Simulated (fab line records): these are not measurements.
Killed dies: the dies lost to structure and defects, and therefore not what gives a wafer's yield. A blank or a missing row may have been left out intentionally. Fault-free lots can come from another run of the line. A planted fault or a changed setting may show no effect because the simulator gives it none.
Shared-tool check ; flow gf180mcu ; 36 wafers sampled across 12 lots

== THE REASON FOR OPENING IT ==
At GF_STI_THK_MEAS_30 the reading STI_OXIDATION_02_THK is flagged on 2 of 12 lots. Wafers without a fault read 10.12 nm, standard deviation 0.22.
Rule: a lot gets a flag if all its wafers with a number sit over 4 standard deviations from that mean, or if no wafer of it has a number. As for the other lots, they are considered sound.

lot;measured;on;STI_OXIDATION_02_THK (nm), wafer by wafer;flag
L867;day 2 16:34;filmMetro-02;10.08 10.02 10.08;
L868;day 2 21:23;filmMetro-03;10.36 10.44 10.34;
L869;day 3 02:44;filmMetro-04;10.75 10.56 10.59;
L870;day 3 09:30;filmMetro-03;10.03 10.16 10.10;
L871;day 3 13:27;filmMetro-02;10.12 10.04 9.97;
L872;day 3 17:10;filmMetro-03;14.43 14.23 14.34;FLAGGED
L875;day 4 10:55;filmMetro-03;14.19 14.23 14.28;FLAGGED
L878;day 5 01:03;filmMetro-02;9.88 9.95 9.96;
L879;day 5 04:18;filmMetro-02;9.83 9.88 9.95;
L881;day 5 17:03;filmMetro-03;9.97 9.99 10.02;
L884;day 6 09:09;filmMetro-02;9.64 9.84 9.85;
L885;day 6 12:55;filmMetro-04;10.19 10.14 10.23;
On average the flagged lots' numbers are 14.28 nm, which is +4.16 nm against the usual, or +19 standard deviations.

== WHICH TOOL EACH LOT WENT THROUGH ==
The record holds 1 process step before the reading, out of a route of 602 steps. In each cell: the tool, then ch and the chambers that the sampled wafers went through, then the start.
lot;flag;GF_STI_OXIDATION_29
L867;;furnace-01 ch 0, day 2 15:08
L868;;furnace-02 ch 0, day 2 19:58
L869;;furnace-02 ch 0, day 3 01:20
L870;;furnace-01 ch 0, day 3 08:05
L871;;furnace-01 ch 0, day 3 12:03
L872;FLAGGED;furnace-02 ch 0, day 3 15:46
L875;FLAGGED;furnace-02 ch 0, day 4 09:31
L878;;furnace-01 ch 0, day 4 23:39
L879;;furnace-01 ch 0, day 5 02:55
L881;;furnace-01 ch 0, day 5 15:39
L884;;furnace-01 ch 0, day 6 07:46
L885;;furnace-01 ch 0, day 6 11:31
These steps, and what they do:
- GF_STI_OXIDATION_29: stabilise 600 s, purge 300 s, target thk 10 nm.
- GF_STI_THK_MEAS_30

== FLAGGED AGAINST TOTAL, ONE TOOL AT A TIME (gauges that did the reading follow at the end) ==
step;tool;lots run;flagged;share of the flagged lots;sound lots run after its first flagged lot
GF_STI_OXIDATION_29;furnace-01;8;0;none;-
GF_STI_OXIDATION_29;furnace-02;4;2;all;0
GF_STI_THK_MEAS_30;filmMetro-02;5;0;none;-
GF_STI_THK_MEAS_30;filmMetro-03;5;2;all;1 (L881)
GF_STI_THK_MEAS_30;filmMetro-04;2;0;none;-

== THE TABLE: WHAT IT ALLOWS ==
Table rows that saw every flagged lot: 2, namely furnace-02 at GF_STI_OXIDATION_29 and filmMetro-03 at GF_STI_THK_MEAS_30.
- furnace-02 at GF_STI_OXIDATION_29: 2 of its 4 lots flagged. Last sound lot L869 at day 3 01:20, first flagged lot L872 at day 3 15:46; a fault beginning in between fits. Its own readings (spikeTcBottomC, spikeTcCentreC, spikeTcLowerC, spikeTcTopC, spikeTcUpperC, zonePowerBottomPct) fall more than 4 standard deviations out on all wafers of the flagged lots.
- filmMetro-03 at GF_STI_THK_MEAS_30: 2 of its 5 lots flagged. After the first flagged lot (L881), sound lots still ran on it; a lasting fault on the whole tool would not permit that.
What remains is a single tool, furnace-02 at GF_STI_OXIDATION_29.

== WHAT WAS PUT IN BY THE SIMULATOR ==
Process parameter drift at GF_STI_OXIDATION_29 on furnace-02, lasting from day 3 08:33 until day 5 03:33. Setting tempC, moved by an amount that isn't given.
Shown lots that were struck: L872, L875. This agrees with what the rule above found.
